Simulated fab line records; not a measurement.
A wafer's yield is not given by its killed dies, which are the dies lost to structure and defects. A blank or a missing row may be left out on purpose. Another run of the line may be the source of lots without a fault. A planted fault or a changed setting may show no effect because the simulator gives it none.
The tool behind it: which one? -- flow sky130 -- Sampling: 7 lots, 20 wafers, 5 of 708 route steps

## WHAT EACH GAUGE READ, for each wafer
SKY_METAL2_RS_MEAS_05: measurement is done with a four-point probe.
lot,measured,on,METAL2_ALCU_RS (ohm/sq)
L450,day 34 04:33,film metro-01,0.1254 0.1250 0.1250
L451,day 35 20:56,film metro-02,0.1258 0.1270 0.1258
L455,day 36 01:55,film metro-04,0.1281 0.1264 0.1274
L457,day 36 08:36,film metro-01,0.1276 0.1271 0.1275
L459,day 37 05:59,film metro-04,0.1278 0.1272 0.1278
L463,day 38 12:46,film metro-04,0.1274 0.0639
L472,day 40 21:22,film metro-01,0.1265 0.1276 0.1270

## EACH LOT AND THE TOOL THAT RAN IT (in order: tool; ch and the chambers of the sampled wafers; start)
lot,SKY_METAL1_SPUTTER_00,SKY_METAL1_SPUTTER_02,SKY_VIA1_SPUTTER_20,SKY_METAL2_SPUTTER_02
L450,"pvd sputter-04, day 31 19:53","pvd sputter-04, day 31 19:56","pvd sputter-01, day 34 03:47","pvd sputter-02, day 34 04:28"
L451,"pvd sputter-02, day 33 12:59","pvd sputter-02, day 33 13:02","pvd sputter-01, day 35 20:08","pvd sputter-03, day 35 20:50"
L455,"pvd sputter-02, day 33 18:16","pvd sputter-02, day 33 18:19","pvd sputter-03, day 36 01:08","pvd sputter-02, day 36 01:49"
L457,"pvd sputter-02, day 34 00:58","pvd sputter-02, day 34 01:01","pvd sputter-03, day 36 07:50","pvd sputter-04, day 36 08:31"
L459,"pvd sputter-04, day 34 22:40","pvd sputter-04, day 34 22:43","pvd sputter-03, day 37 05:13","pvd sputter-04, day 37 05:54"
L463,"pvd sputter-04, day 36 05:20","pvd sputter-04, day 36 05:23","pvd sputter-01, day 38 11:58","pvd sputter-04, day 38 12:39"
L472,"pvd sputter-04, day 38 17:27","pvd sputter-04, day 38 17:30","pvd sputter-01, day 40 20:34","pvd sputter-02, day 40 21:15"
- SKY_METAL1_SPUTTER_00: material Ti, target thk 15 nm, time 10 s.
- SKY_METAL1_SPUTTER_02: material AlCu, target thk 250 nm, time 13.3 s.
- SKY_VIA1_SPUTTER_20: material TiN, target thk 20 nm, time 80 s.
- SKY_METAL2_SPUTTER_02: material AlCu, target thk 250 nm, time 13.3 s.

## THE ANSWER, worked out from the rows above alone
Rule: usual is defined by the lots themselves. The widest of any qualifying gaps counts: lots, ordered by their means at a reading, are off when they make up no more than a third of the lots, leave a main group of 4 or more, and stand apart from it by 3 or more times the standard deviation of that group's means. A main group is skipped when, at the precision printed for the reading in the tables above, its means are all equal. A lot without any number at a reading at which 4 lots or more have one is off too. Any other lot the step has rows for is counted as sound.
Off: at SKY_METAL2_RS_MEAS_05 (METAL2_ALCU_RS), L463. Main group: mean 0.1268 ohm/sq, sd 0.00086.
If a tool, at a process step before that reading, ran all the lots that are off and no sound lot after the first of them, it fits. Gauges at SKY_METAL2_RS_MEAS_05: tried the same way as those tools. Can't be told from this: 2 tools fit, pvd sputter-04 at SKY_METAL2_SPUTTER_02, film metro-04 at SKY_METAL2_RS_MEAS_05.

## WHAT WAS PUT IN BY THE SIMULATOR
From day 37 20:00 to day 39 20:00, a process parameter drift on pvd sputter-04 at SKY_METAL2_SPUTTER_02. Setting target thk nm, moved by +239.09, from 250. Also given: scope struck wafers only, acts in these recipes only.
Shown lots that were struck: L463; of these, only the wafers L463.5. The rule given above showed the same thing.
